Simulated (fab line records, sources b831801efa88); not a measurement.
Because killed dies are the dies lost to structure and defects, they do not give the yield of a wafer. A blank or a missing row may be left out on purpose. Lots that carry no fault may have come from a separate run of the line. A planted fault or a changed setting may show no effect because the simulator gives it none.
Chamber matching -- flow gf180mcu -- 4 sister chambers for GF_V4_CMP_04 on cmp-02
The step polishes SiO2. 4 wafers are shown with their chamber, then 7 later ones without.

WAFERS WITH THEIR CHAMBER
wafer,chamber,motorCurrentA (A)
L974.6,0,12.5
L986.1,3,10.8
L988.2,1,12.9
L988.3,2,10.3

WAFERS WHOSE CHAMBER IS MISSING
wafer,motorCurrentA (A)
L988.4,10.7
L989.2,12.9
L989.3,10.3
L989.5,10.3
L993.1,10.6
L993.2,13.1
L993.3,12.0

CHAMBER TAKEN BY EACH
wafer,from the rows above,in truth
L988.4,can't be placed: 3 or 2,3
L989.2,can't be placed: 1 or 0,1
L989.3,2,2
L989.5,2,2
L993.1,can't be placed: 3 or 2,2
L993.2,can't be placed: 1 or 0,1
L993.3,can't be placed: 0 or 1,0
2 of 7 placed correctly. From these rows, 5 cannot be placed; in 5 the true chamber is one of the candidates. Number placed wrongly: 0.
How it was worked out, from the rows above alone: a wafer's distance from a chamber is the root of the sum, over the readings, of the square of ((its reading less the chamber's mean) divided by the reading's scatter). The wafer belongs to the nearest chamber; if the next one is less than 2 further off, it can't be placed. The mean given for a chamber averages the wafers shown for that chamber. The scatter: root of mean squared gap, hidden wafer to nearest shown wafer, with one shown wafer a chamber.
